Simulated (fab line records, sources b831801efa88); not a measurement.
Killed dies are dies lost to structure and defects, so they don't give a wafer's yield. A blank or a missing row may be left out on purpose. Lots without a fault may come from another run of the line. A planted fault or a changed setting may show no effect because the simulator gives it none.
fab line records | flow sky130
record lots=11 wafers=33 last_day=50
route steps=708 shown VIA3@586 VIA4@656 METAL5@670 PASSIVATION@692
lots that met no fault: from a run of the same line without faults
start_h: hours from the record's first day to the start of the lot's first wafer shown | wait_h: hours since the lot's step before | " the same as in the row above | L1.1+2: a row that stands for several wafers | - no value, or no start given | * or withheld: withheld | < > ~ a bound
route shown NAME@n: a module of which the file shows steps, and the number in the route of the first | usual: mean/standard deviation of fault-free wafers | same: alike in all rows | chamber/n: place in a boat | sites: the reading at each site | _std_site: their standard deviation | _edge_site: outer sites' mean less inner sites' | radius_mm: how far each site lies from the wafer's centre | mask NAME#n: copy n | behind: the tool/chamber that last shaped the wafer | hold: why the lot was held/for how many hours/how that ended | device: the transistor (n, p or np) that didn't switch | end of line: the same wafers' tests at the end of the route | a step without rows: its recipe alone | killed: dies lost to structure and defects at the first sort, not the wafer's yield | map: a wafer's dies, x killed, . not, _ none there
set.NAME: the setting as run; set.NAME@STEP: as run at that earlier step | model.NAME: the simulator's own value behind a step, which no gauge read
steps of the route over a sample of lots; a table a step, a row a wafer
services: from which hour (start_h, from the record's first day; less than 0 if before it) a tool's chamber was out of use, for how many hours, and why
## steps
# step SKY_VIA3_OVL_MEAS_13
# usual VIA3_OVL=6/5
# columns lot.wafer tool chamber start_h wait_h VIA3_OVL[nm]
L975.1 overlay-01 - 918.08 0.1 11
L975.4 " - " " 9
L975.5 " - " " 20
L977.1 overlay-02 - 949.14 0.1 15
L977.2 " - " " 4
L977.6 " - " " 2
L979.1 overlay-02 - 955.34 0.1 7
L979.2 " - " " 4
L979.5 " - " " 10
L980.1 overlay-01 - 964.78 0.1 8
L980.3 " - " " 7
L980.6 " - " " 8
L981.1 overlay-01 - 975.34 0.1 3
L981.4 " - " " 9
L981.6 " - " " 5
L982.2 overlay-02 - 981.13 0.1 10
L982.5 " - " " -1
L982.6 " - " " 8
L987.1 overlay-02 - 1007.59 0.1 10
L987.2 " - " " 2
L987.5 " - " " 4
L986.1 overlay-02 - 1009.09 0.1 6
L986.4 " - " " -2
L986.5 " - " " 2
L990.2 overlay-02 - 1036.33 0.1 4
L990.3 " - " " 0
L990.4 " - " " 6
L995.1 overlay-01 - 1074.49 0.1 5
L995.3 " - " " 7
L995.5 " - " " 3
L998.2 overlay-02 - 1084.60 0.1 5
L998.4 " - " " -2
L998.5 " - " " -9
# step SKY_VIA4_SPUTTER_17
# recipe material=TiN target_thk_nm=20 chamber_pressure_pa=5 power_w=4000 time_s=80
# usual throttle_valve_pct=29.9/1.2
# columns lot.wafer tool chamber start_h wait_h throttle_valve_pct
L975.1 pvd_sputter-03 - 992.51 0.0 30.1
L975.4 " - " " 28.6
L975.5 " - " " 30.4
L977.1 pvd_sputter-01 - 1024.75 0.0 29.1
L977.2 " - " " 27.7
L977.6 " - " " 28.7
L979.1 pvd_sputter-04 - 1030.14 0.0 30.4
L979.2 " - " " 31.8
L979.5 " - " " 31.7
L980.1 pvd_sputter-01 - 1039.53 0.0 27.8
L980.3 " - " " 30.4
L980.6 " - " " 27.9
L981.1 pvd_sputter-03 - 1049.51 0.0 30.4
L981.4 " - " " 30.0
L981.6 " - " " 31.7
L982.2 pvd_sputter-01 - 1054.39 0.0 29.3
L982.5 " - " " 27.8
L982.6 " - " " 29.2
L987.1 pvd_sputter-01 - 1078.57 0.0 29.3
L987.2 " - " " 30.3
L987.5 " - " " 29.7
L986.1 pvd_sputter-01 - 1079.72 0.0 30.5
L986.4 " - " " 29.9
L986.5 " - " " 30.4
L990.2 pvd_sputter-03 - 1103.94 0.0 31.6
L990.3 " - " " 28.3
L990.4 " - " " 29.9
L995.1 pvd_sputter-04 - 1138.94 0.0 31.8
L995.3 " - " " 29.5
L995.5 " - " " 29.6
L998.2 pvd_sputter-04 - 1147.67 0.0 31.7
L998.4 " - " " 29.5
L998.5 " - " " 31.5
# step SKY_METAL5_COAT_09
# recipe resist=NOVOLAK spin_rpm=3000 resist_thk_nm=1800
# usual resist_line_temp_C=23.02/0.11
# columns lot.wafer tool chamber start_h wait_h resist_line_temp_C
L975.1 litho_track-01 0 1004.87 0.1 22.98
L975.4 " 0 " " 23.04
L975.5 " 0 " " 22.81
L977.1 litho_track-02 0 1036.47 0.1 23.34
L977.2 " 0 " " 23.26
L977.6 " 0 " " 23.02
L979.1 litho_track-02 0 1043.27 0.1 22.96
L979.2 " 0 " " 22.96
L979.5 " 0 " " 23.03
L980.1 litho_track-02 0 1050.97 0.1 23.09
L980.3 " 0 " " 23.12
L980.6 " 0 " " 23.11
L981.1 litho_track-04 0 1059.66 0.1 23.10
L981.4 " 0 " " 23.19
L981.6 " 0 " " 23.09
L982.2 litho_track-04 0 1066.48 0.1 22.94
L982.5 " 0 " " 22.95
L982.6 " 0 " " 23.08
L987.1 litho_track-01 0 1091.67 0.1 22.98
L987.2 " 0 " " 23.04
L987.5 " 0 " " 23.05
L986.1 litho_track-01 0 1092.62 0.1 22.97
L986.4 " 0 " " 23.06
L986.5 " 0 " " 22.80
L990.2 litho_track-01 0 1115.45 0.1 23.02
L990.3 " 0 " " 23.14
L990.4 " 0 " " 23.10
L995.1 litho_track-01 0 1148.53 0.1 22.86
L995.3 " 0 " " 22.87
L995.5 " 0 " " 22.88
L998.2 litho_track-04 0 1157.53 0.1 23.00
L998.4 " 0 " " 23.03
L998.5 " 0 " " 22.89
# step SKY_METAL5_STRIP_16
# recipe chemistry=O2/N2 power_w=1400 pressure_mtorr=1500 platen_temp_c=withheld o2_flow_sccm=3000 n2_flow_sccm=300 overash_fraction=0.5
# usual chamber_pressure_mTorr=1500.2/1.4 drypump_motor_current_A=5.8/0.52 n2_flow_sccm=300.0/0.9 oes_product_au=0.710/0.0046 strip_time_to_endpoint_s=13.01/0.12
# columns lot.wafer tool chamber start_h wait_h chamber_pressure_mTorr drypump_motor_current_A n2_flow_sccm oes_product_au rf_hours_counter_h strip_time_to_endpoint_s
L975.1 plasma_asher-01 0 1016.38 0.2 1501.3 6.5 300.5 0.713 122 12.97
L975.4 " 1 " " 1498.1 6.6 299.5 0.711 - 12.94
L975.5 " 0 " " 1498.9 6.5 301.2 0.703 - 12.88
L977.1 plasma_asher-04 0 1048.39 0.2 1500.7 5.5 300.1 0.707 86 13.16
L977.2 " 1 " " 1501.1 5.2 298.8 0.709 86 13.01
L977.6 " 0 " " 1499.0 5.5 299.4 0.704 - 13.03
L979.1 plasma_asher-04 1 1054.08 0.2 1499.5 5.2 300.2 0.708 87 13.04
L979.2 " 0 " " 1500.4 5.6 300.6 0.706 87 13.08
L979.5 " 1 " " 1499.7 5.2 301.8 0.710 - 13.04
L980.1 plasma_asher-04 1 1061.89 0.2 1499.6 5.2 299.2 0.713 88 13.10
L980.3 " 1 " " 1501.3 5.2 299.4 0.707 - 13.04
L980.6 " 1 " " 1500.2 5.2 298.7 0.709 - 13.11
L981.1 plasma_asher-04 1 1071.59 0.2 1498.5 5.2 299.9 0.713 89 12.90
L981.4 " 0 " " 1498.2 5.5 299.0 0.706 - 12.94
L981.6 " 1 " " 1498.2 5.2 300.4 0.709 - 12.84
L982.2 plasma_asher-03 0 1077.04 0.2 1501.4 5.6 298.8 0.708 67 12.84
L982.5 " 0 " " 1501.2 5.6 300.2 0.710 - 12.84
L982.6 " 1 " " 1500.7 5.7 301.1 0.710 - 12.81
L987.1 plasma_asher-03 0 1101.29 0.2 1500.4 5.6 300.4 0.718 70 12.92
L987.2 " 1 " " 1502.5 5.7 300.1 0.709 70 13.06
L987.5 " 1 " " 1500.4 5.8 300.2 0.710 - 13.03
L986.1 plasma_asher-01 1 1102.03 0.2 1499.2 6.6 299.3 0.707 3 13.04
L986.4 " 0 " " 1500.2 6.5 301.2 0.713 - 13.14
L986.5 " 0 " " 1501.5 6.5 300.0 0.712 - 13.19
L990.2 plasma_asher-04 0 1125.18 0.2 1500.6 5.6 299.0 0.706 94 13.16
L990.3 " 1 " " 1500.4 5.2 300.9 0.718 - 13.15
L990.4 " 0 " " 1500.2 5.6 300.4 0.712 - 13.78
L995.1 plasma_asher-01 1 1158.09 0.2 1498.4 6.6 300.6 0.700 9 13.06
L995.3 " 0 " " 1503.3 6.5 299.5 0.714 - 13.00
L995.5 " 1 " " 1502.9 6.6 299.9 0.710 - 13.81
L998.2 plasma_asher-01 0 1166.84 0.2 1499.3 6.5 300.3 0.700 10 12.90
L998.4 " 1 " " 1504.4 6.6 297.9 0.717 - 12.91
L998.5 " 1 " " 1504.6 6.6 299.0 0.717 - 12.92
# step SKY_PASSIVATION_ETCH_11
# recipe chemistry=CF4/O2 target_depth_nm=725 stop_on=AlCu source_w=800 bias_w=150 pressure_mtorr=150 cf4_flow_sccm=80 O2_flow_sccm=10 time_s=161.1
# usual chamber_pressure_mTorr=149.99/0.14 drypump_motor_current_A=5.7/0.48 oes_product_au=0.978/0.0067 throttle_valve_pct=5.964/0.0084
# columns lot.wafer tool chamber start_h wait_h chamber_pressure_mTorr drypump_motor_current_A oes_product_au rf_hours_counter_h throttle_valve_pct
L975.1 rie_diel-03 0 1040.03 - 149.89 6.2 0.978 17 5.966
L975.4 " 3 " " 150.22 5.4 0.990 12 5.967
L975.5 " 0 " " 150.08 6.2 0.987 - 5.968
L977.1 rie_diel-01 0 1070.42 - 149.88 5.7 0.976 16 5.961
L977.2 " 2 " " 149.99 6.0 0.992 13 5.968
L977.6 " 1 " " 150.09 5.3 0.977 - 5.966
L979.1 rie_diel-02 0 1076.79 - 149.97 6.0 0.975 21 5.961
L979.2 " 3 " " 150.08 6.7 0.980 16 5.973
L979.5 " 2 " " 149.92 5.7 0.983 - 5.967
L980.1 rie_diel-03 1 1082.69 - 150.08 4.7 0.966 10 5.969
L980.3 " 0 " " 149.97 6.2 0.979 19 5.957
L980.6 " 0 " " 149.95 6.3 0.984 - 5.947
L981.1 rie_diel-02 1 1093.04 - 149.99 6.0 0.974 13 5.953
L981.4 " 2 " " 150.09 5.6 0.981 21 5.974
L981.6 " 0 " " 150.19 6.1 0.983 - 5.959
L982.2 rie_diel-01 0 1098.27 - 150.03 5.6 0.987 17 5.952
L982.5 " 1 " " 149.76 5.3 0.984 - 5.969
L982.6 " 0 " " 149.95 5.7 0.981 - 5.965
L987.1 rie_diel-01 3 1121.54 - 149.86 5.4 0.988 22 5.960
L987.2 " 1 " " 149.85 5.3 0.991 18 5.961
L987.5 " 0 " " 150.14 5.6 0.978 - 5.967
L986.1 rie_diel-03 3 1122.57 - 150.05 5.3 0.964 15 5.974
L986.4 " 2 " " 149.70 5.7 0.986 - 5.965
L986.5 " 0 " " 149.96 6.2 0.979 - 5.969
L990.2 rie_diel-03 1 1145.12 - 150.21 4.7 0.974 11 5.969
L990.3 " 2 " " 149.90 5.7 0.976 22 5.958
L990.4 " 0 " " 150.05 6.2 0.975 21 5.965
L995.1 rie_diel-02 1 1175.88 - 149.97 5.9 0.963 17 5.956
L995.3 " 0 " " 149.91 6.0 0.975 25 5.967
L995.5 " 1 " " 150.00 6.0 0.980 - 5.958
L998.2 rie_diel-03 2 1184.22 - 150.07 5.8 0.971 24 5.969
L998.4 " 0 " " 149.83 6.2 0.973 22 5.970
L998.5 " 1 " " 149.95 4.7 0.989 - 5.982
## services
# columns tool chamber start_h hours kind
rie_diel-03 1 968.94 7.9 repair
rie_diel-03 3 971.46 3.1 repair
rie_diel-02 - 971.88 2.8 pm
rie_diel-01 1 978.05 4.4 repair
plasma_asher-01 - 979.70 15.6 pm
rie_diel-01 0 999.86 12.3 repair
rie_diel-01 2 1007.87 2.7 repair
rie_diel-01 1 1017.56 2.5 repair
rie_diel-02 2 1032.02 5.8 repair
pvd_sputter-04 - 1036.50 5.6 repair
rie_diel-03 2 1040.24 4.1 repair
plasma_asher-01 - 1047.71 13.1 repair
pvd_sputter-01 - 1051.63 1.2 repair
plasma_asher-01 - 1060.80 9.0 pm
plasma_asher-01 0 1060.80 9.0 vent_cycle
plasma_asher-01 1 1060.80 9.0 vent_cycle
rie_diel-03 - 1067.51 4.0 pm
pvd_sputter-01 - 1101.81 2.2 repair
plasma_asher-04 - 1104.64 3.3 repair
rie_diel-03 1 1113.73 13.3 repair
rie_diel-01 0 1115.00 4.3 repair
pvd_sputter-03 - 1119.91 2.9 repair
pvd_sputter-03 - 1137.58 1.2 repair
rie_diel-03 2 1163.18 1.5 repair
## key
first_sign step=SKY_METAL5_STRIP_16 reading=strip_time_to_endpoint_s direction=up sigmas=6.3 usual=* struck=*
effect none on later readings
met_at SKY_METAL5_COAT_09
struck_lots L990,L995
struck_wafers L990.4,L995.5
not_acting_at SKY_VIA3_OVL_MEAS_13,SKY_VIA4_SPUTTER_17,SKY_PASSIVATION_ETCH_11
onset_between 1092.62 1115.45
fault kind=process_parameter_drift tool=litho_track-01 chamber=- onset_h=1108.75 steps=SKY_METAL5_COAT_09 channel=resist_thk_nm offset=74.328 shape=step end_h=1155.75 scope=struck_wafers_only acts_in=these_recipes_only stated=1800
